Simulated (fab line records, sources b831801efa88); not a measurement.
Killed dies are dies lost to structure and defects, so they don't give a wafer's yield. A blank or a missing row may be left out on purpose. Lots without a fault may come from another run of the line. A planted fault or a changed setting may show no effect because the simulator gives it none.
A struck lot beside a sound one | flow sky130 | 17 steps out of a route of 708
Sound: wafers L378.1, L378.2, L378.3. Struck: wafers L388.1, L388.2, L388.4. The cause comes at the end.
At each step with rows: each side's tool, then ch and its chambers, then its first start. Under that, the readings that differ: sound wafers | struck wafers | difference of the means | sigmas: that difference in standard deviations of wafers without a fault.
alike: readings whose means differ by less than 2 such deviations, and words and numbers that are the same on both sides. not compared: withheld readings, readings that some wafer has no value for, bounds like >300 that may hide the same value, and numbers for which the record gives no deviation and whose values overlap.
The two part at a step that has a row with sigmas, a row that says differs or no value, or rows on one side only. Numbers that don't overlap but have no deviation are shown without sigmas and don't part them. A reading that every wafer of one side lacks parts them only if that side has two wafers or more.

SKY_VIA3_CMP_02: polishes SiO2.
  sound on cmp-02 ch 0,1,2, day 39 15:50; struck on cmp-01 ch 0,2,3, day 42 12:20
  alike: motor_current_A
SKY_VIA3_BOW_MEAS_03:
  sound on film_metro-01, day 39 16:05; struck on film_metro-03, day 42 12:38
  alike: VIA3_BOW
then, 8 steps without rows for these wafers: SKY_VIA3_DEHYDRATE_04 (time 60 s); SKY_VIA3_HMDS_05 (prime time 60 s); SKY_VIA3_COAT_06 (resist thk 60 nm); SKY_VIA3_COAT_07 (resist thk 450 nm); SKY_VIA3_SOFTBAKE_08 (time 90 s); SKY_VIA3_EXPOSE_09 (exposes mask VIM3, target cd 200 nm); SKY_VIA3_PEB_10; SKY_VIA3_DEVELOP_11 (develop time 60 s).
SKY_VIA3_CD_MEAS_12: target cd 200 nm.
  sound on cd_sem-01, day 40 17:18; struck on cd_sem-01, day 43 12:34
  alike: cd_nm
SKY_VIA3_OVL_MEAS_13:
  sound on overlay-01, day 40 17:25; struck on overlay-01, day 43 12:41
  alike: VIA3_OVL
SKY_VIA3_ETCH_14: etches BARC in N2/H2, stops on SiO2, time 45.9 s, target depth 60 nm.
  sound on rie_diel-02 ch 0,1,3, day 40 17:27; struck on rie_diel-03 ch 0,1,3, day 43 12:43
  reading                                     | sound             | struck            | difference | sigmas
  model.KrF-thick_of_VIA3_COAT_07.thk_nm (nm) | 392.3 393.7 392.9 | 397.2 398.1 397.8 | +4.7       |
  alike: drypump_motor_current_A, oes_product_au, throttle_valve_pct
  not compared: rf_hours_counter_h
SKY_VIA3_ETCH_15: etches SiO2 in C4F8/O2/Ar, stops on TiN, target depth 507 nm, time 78 s.
  sound on rie_diel-02 ch 0,1,3, day 40 17:29; struck on rie_diel-03 ch 0,1,3, day 43 12:46
  reading                                     | sound             | struck          | difference | sigmas
  model.KrF-thick_of_VIA3_COAT_07.thk_nm (nm) | 291.5 290.3 290.4 | 297 297.3 297.4 | +6         |
  alike: oes_product_au
  not compared: rf_hours_counter_h
SKY_VIA3_STRIP_16: strips in O2/N2.
  sound on plasma_asher-04 ch 0,1, day 40 17:33; struck on plasma_asher-04 ch 0,1, day 43 12:49
  reading                      | sound             | struck            | difference | sigmas
  strip_time_to_endpoint_s (s) | 4.153 4.125 4.127 | 4.180 4.199 4.196 | +0.057     | +3
  alike: drypump_motor_current_A, oes_product_au
  not compared: rf_hours_counter_h
then, 2 steps without rows for these wafers: SKY_VIA3_STRIP_17 (strips in post etch residue remover, time 1200 s); SKY_PAD_OPEN_PROBE_99.

WHERE THEY PART
Only at SKY_VIA3_STRIP_16, within this record.

WHY: what the simulator had put in
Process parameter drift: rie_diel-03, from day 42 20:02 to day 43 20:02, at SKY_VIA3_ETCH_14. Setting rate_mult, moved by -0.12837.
